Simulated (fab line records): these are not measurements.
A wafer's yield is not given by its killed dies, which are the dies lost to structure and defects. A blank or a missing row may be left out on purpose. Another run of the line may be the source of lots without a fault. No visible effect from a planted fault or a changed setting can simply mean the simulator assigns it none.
Chamber matching :: flow gf180mcu :: GF_V4_CMP_04 on cmp-01 has 4 sister chambers
The step polishes SiO2. 4 wafers are shown with their chamber, then 9 later ones without.

## EACH WAFER AND ITS CHAMBER
wafer: L870.4
chamber: 2
motor current A (A): 9.2

wafer: L874.4
chamber: 1
motor current A (A): 12.0

wafer: L874.5
chamber: 3
motor current A (A): 9.0

wafer: L874.6
chamber: 0
motor current A (A): 11.3

## WAFERS WHOSE CHAMBER IS MISSING
wafer: L878.1
motor current A (A): 9.2

wafer: L878.2
motor current A (A): 11.4

wafer: L878.5
motor current A (A): 9.5

wafer: L877.1
motor current A (A): 9.5

wafer: L877.3
motor current A (A): 11.3

wafer: L877.5
motor current A (A): 11.8

wafer: L879.1
motor current A (A): 11.2

wafer: L879.3
motor current A (A): 9.6

wafer: L879.6
motor current A (A): 11.4

## CHAMBER TAKEN BY EACH
wafer: L878.1
from the rows above: can't be placed: 2 or 3
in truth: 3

wafer: L878.2
from the rows above: 0
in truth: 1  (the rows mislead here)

wafer: L878.5
from the rows above: can't be placed: 2 or 3
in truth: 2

wafer: L877.1
from the rows above: can't be placed: 2 or 3
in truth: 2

wafer: L877.3
from the rows above: 0
in truth: 0

wafer: L877.5
from the rows above: can't be placed: 1 or 0
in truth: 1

wafer: L879.1
from the rows above: 0
in truth: 0

wafer: L879.3
from the rows above: can't be placed: 2 or 3
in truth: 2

wafer: L879.6
from the rows above: 0
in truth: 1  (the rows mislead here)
2 of 9 placed correctly. Not placeable from these rows: 5 (in 5, the candidates include the true chamber). Number placed wrongly: 2.
How it was worked out, from the rows above alone: a wafer's distance from a chamber is the root of the sum, over the readings, of the square of ((its reading less the chamber's mean) divided by the reading's scatter). If the next closest chamber is less than 2 further off than the closest, the wafer can't be placed; otherwise it belongs to the closest. A chamber's mean is the mean of its shown wafers. The scatter (one wafer shown for each chamber): square how far every hidden wafer sits from the nearest shown wafer, average those squares and take the square root.
